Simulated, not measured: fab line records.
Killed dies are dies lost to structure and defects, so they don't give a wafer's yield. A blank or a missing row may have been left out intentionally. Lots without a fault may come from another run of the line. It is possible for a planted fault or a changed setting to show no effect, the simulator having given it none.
A struck lot beside a sound one + flow sky130 + 15 out of 708 route steps
Sound: wafers L456.4, L456.5, L456.6. Wafers struck: L466.1, L466.5, L466.6. The cause is given at the end.
For every step that has rows: the tool of each side, followed by ch and its chambers, followed by its first start. Under that, the readings that differ: sound wafers + struck wafers + difference of the means + sigmas: that difference in standard deviations of wafers without a fault.
alike: words and numbers the same on both sides, and readings whose means are apart by under 2 such deviations; not compared: readings that were withheld, readings missing a value for some wafer, numbers with overlapping values and no deviation given by the record, and bounds like >300 which may hide the same value.
The two part at a step that has a row with sigmas, a row that says differs or no value, or rows on one side only. When numbers do not overlap yet have no deviation, they are printed without sigmas and do not part them. Lack of a reading on every wafer of one side parts them only where that side has two or more wafers.

SKY_LOCAL_INTERCONNECT_RS_MEAS_01: a four-point-probe measurement.
  sound on film_metro-02 at day 29 12:08; struck on film_metro-01 at day 33 01:09
  alike: LOCAL_INTERCONNECT_TIN_RS
SKY_LOCAL_INTERCONNECT_THK_MEAS_02: measures by xrf.
  sound on film_metro-02 at day 29 12:14; struck on film_metro-01 at day 33 01:16
  alike: LOCAL_INTERCONNECT_TIN_THK
then, 8 steps without rows for these wafers: SKY_LOCAL_INTERCONNECT_DEHYDRATE_03 (time 60 s); SKY_LOCAL_INTERCONNECT_HMDS_04 (prime time 60 s); SKY_LOCAL_INTERCONNECT_COAT_05 (resist thk 60 nm); SKY_LOCAL_INTERCONNECT_COAT_06 (resist thk 450 nm); SKY_LOCAL_INTERCONNECT_SOFTBAKE_07 (time 90 s); SKY_LOCAL_INTERCONNECT_EXPOSE_08 (exposes mask LI1M, target cd 170 nm); SKY_LOCAL_INTERCONNECT_PEB_09; SKY_LOCAL_INTERCONNECT_DEVELOP_10 (develop time 60 s).
SKY_LOCAL_INTERCONNECT_CD_MEAS_11: target cd 170 nm.
  sound on cd_sem-01 at day 30 16:17; struck on cd_sem-01 at day 34 03:28
  alike: cd_nm
SKY_LOCAL_INTERCONNECT_OVL_MEAS_12:
  sound on overlay-01 at day 30 16:22; struck on overlay-02 at day 34 03:35
  alike: LOCAL_INTERCONNECT_OVL
SKY_LOCAL_INTERCONNECT_ETCH_13: etches BARC in N2/H2, stops on SiO2, time 45.9 s, target depth 60 nm.
  sound on rie_metal-01 ch 0,1, day 30 16:24; struck on rie_metal-01 ch 0,1, day 34 03:37
| reading                                    | sound              | struck               | difference | sigmas |
|--------------------------------------------|--------------------|----------------------|------------|--------|
| bias_w (W)                                 | 99.05 100.00 99.92 | 107.65 107.72 107.82 | +8.07      | +27    |
| model.SiO2_of_SONOS_ONO_CVD_04.thk_nm (nm) | 4.422 4.425 4.444  | 4.02 3.983 3.943     | -0.45      |        |
  alike: drypump_motor_current_A, oes_product_au, throttle_valve_pct
  not compared: rf_hours_counter_h
SKY_LOCAL_INTERCONNECT_METAL_ETCH_14: etches TiN in Cl2/BCl3, stops on PSG, target depth 110 nm, time 31.4 s.
  sound on rie_metal-01 ch 0,1, day 30 16:28; struck on rie_metal-01 ch 0,1, day 34 03:40
  alike: bias_w, drypump_motor_current_A, oes_product_au, throttle_valve_pct
  not compared: rf_hours_counter_h
-- record jumps: 14 days separate the struck wafers' starts on either side; left off in module LOCAL_INTERCONNECT, taken up again in module PAD_OPEN, whose first shown step is the route's number 708 --
SKY_PAD_OPEN_PROBE_99:
  sound on prober-02 at day 46 03:20; struck on prober-02 at day 48 14:46
  alike: killed_at_M0_to_M3, killed_at_M4_up, killed_at_contacts, killed_at_front_end, killed_at_other, killed_dies, killed_open, killed_short

## WHERE THEY PART
Within this record, at SKY_LOCAL_INTERCONNECT_ETCH_13 only. Later steps at which nothing parts them and some readings are alike: SKY_LOCAL_INTERCONNECT_METAL_ETCH_14, SKY_PAD_OPEN_PROBE_99.

WHY: what had been put in by the simulator
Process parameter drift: rie_metal-01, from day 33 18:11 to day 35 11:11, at SKY_LOCAL_INTERCONNECT_ETCH_13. Setting bias_w, moved by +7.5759, from 100. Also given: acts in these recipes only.
